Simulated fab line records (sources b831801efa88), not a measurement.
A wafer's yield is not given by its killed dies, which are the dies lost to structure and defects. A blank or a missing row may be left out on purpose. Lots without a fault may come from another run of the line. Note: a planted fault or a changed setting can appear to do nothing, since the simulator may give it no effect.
Chamber matching ; flow gf180mcu ; pecvd-03 running GF_PASSIVATION_CVD_02: 3 sister chambers
The step deposits Si3N4, target thk 700 nm, time 486.18 s. 3 wafers are shown with their chamber, then 7 later ones without.

== WAFERS PAIRED WITH THEIR CHAMBERS ==
wafer;chamber;heater-power-w (W)
L819.3;2;700
L821.1;1;739
L821.3;0;549

== WAFERS MISSING THEIR CHAMBER ==
wafer;heater-power-w (W)
L821.6;669
L824.1;734
L824.3;690
L824.6;597
L825.1;679
L825.3;499
L825.4;553

== CHAMBER TAKEN BY EACH ==
wafer;from the rows above;in truth
L821.6;can't be placed: 2 or 1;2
L824.1;can't be placed: 1 or 2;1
L824.3;can't be placed: 2 or 1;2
L824.6;can't be placed: 0 or 2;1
L825.1;can't be placed: 2 or 1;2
L825.3;0;0
L825.4;0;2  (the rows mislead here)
Placed correctly: 1 of 7. Can't be placed from these rows: 5 (the true chamber is among the candidates in 4). Number placed wrongly: 1.
How it was worked out, from the rows above alone: a wafer's distance from a chamber is the root of the sum, over the readings, of the square of ((its reading less the chamber's mean) divided by the reading's scatter). The wafer belongs to the nearest chamber; if the next one is less than 2 further off, it can't be placed. A chamber's mean is the mean of its shown wafers. The scatter: root of mean squared gap, hidden wafer to nearest shown wafer, with one shown wafer a chamber.
